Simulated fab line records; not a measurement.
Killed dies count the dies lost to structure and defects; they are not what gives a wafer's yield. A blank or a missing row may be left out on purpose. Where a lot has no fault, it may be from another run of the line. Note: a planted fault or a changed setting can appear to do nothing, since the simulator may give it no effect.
What tool caused it? :: flow sky130 :: 12 lots, 36 wafers sampled, at 1 step of a route of 708

## WHAT EACH GAUGE READ, for each wafer
SKY_VIA2_RS_MEAS_22: a four-point-probe measurement.
lot: L075
measured: day 36 17:13
on: film-metro-03
VIA2_W_RS (ohm/sq): 0.2733 0.2729 0.2742

lot: L077
measured: day 37 03:17
on: film-metro-01
VIA2_W_RS (ohm/sq): 0.2725 0.2727 0.2765

lot: L079
measured: day 37 22:36
on: film-metro-01
VIA2_W_RS (ohm/sq): 0.2719 0.2694 0.2748

lot: L080
measured: day 38 12:03
on: film-metro-03
VIA2_W_RS (ohm/sq): 0.2748 0.2716 0.2702

lot: L083
measured: day 38 22:58
on: film-metro-01
VIA2_W_RS (ohm/sq): 0.2750 0.2741 0.2739

lot: L088
measured: day 40 07:29
on: film-metro-01
VIA2_W_RS (ohm/sq): 0.2737 0.2729 0.2699

lot: L085
measured: day 40 12:17
on: film-metro-03
VIA2_W_RS (ohm/sq): 0.2745 0.2717 0.2719

lot: L089
measured: day 41 00:30
on: film-metro-01
VIA2_W_RS (ohm/sq): 0.2740 0.2750 0.2749

lot: L091
measured: day 41 16:14
on: film-metro-01
VIA2_W_RS (ohm/sq): 0.2769 0.2781 0.2776

lot: L093
measured: day 41 21:11
on: film-metro-04
VIA2_W_RS (ohm/sq): 0.2743 0.2719 0.2737

lot: L095
measured: day 42 15:31
on: film-metro-04
VIA2_W_RS (ohm/sq): 0.2718 0.2750 0.2762

lot: L097
measured: day 43 01:49
on: film-metro-03
VIA2_W_RS (ohm/sq): 0.2732 0.2713 0.2707

## TOOL THAT RAN EACH LOT (tool first, then ch and the chambers of the sampled wafers, then the start)
Before these readings, the record contains no process step.

## THE ANSWER, worked out from the rows above alone
Rule: the usual values come from the lots themselves. Put in order of their means at a reading, lots are off if they are a third of the lots or fewer, leave a main group of 4 or more, and stand apart from it by a gap of 3 or more times the standard deviation of the main group's means; of several such gaps the widest counts. A main group whose means are all the same, to the digits that the tables above print for the reading, isn't used. A lot without any number at a reading at which 4 lots or more have one is off too. The other lots that the step has rows for count as sound.
Across all readings shown, no lot is off: no conclusion can be drawn from this.

## WHAT THE SIMULATOR PUT IN
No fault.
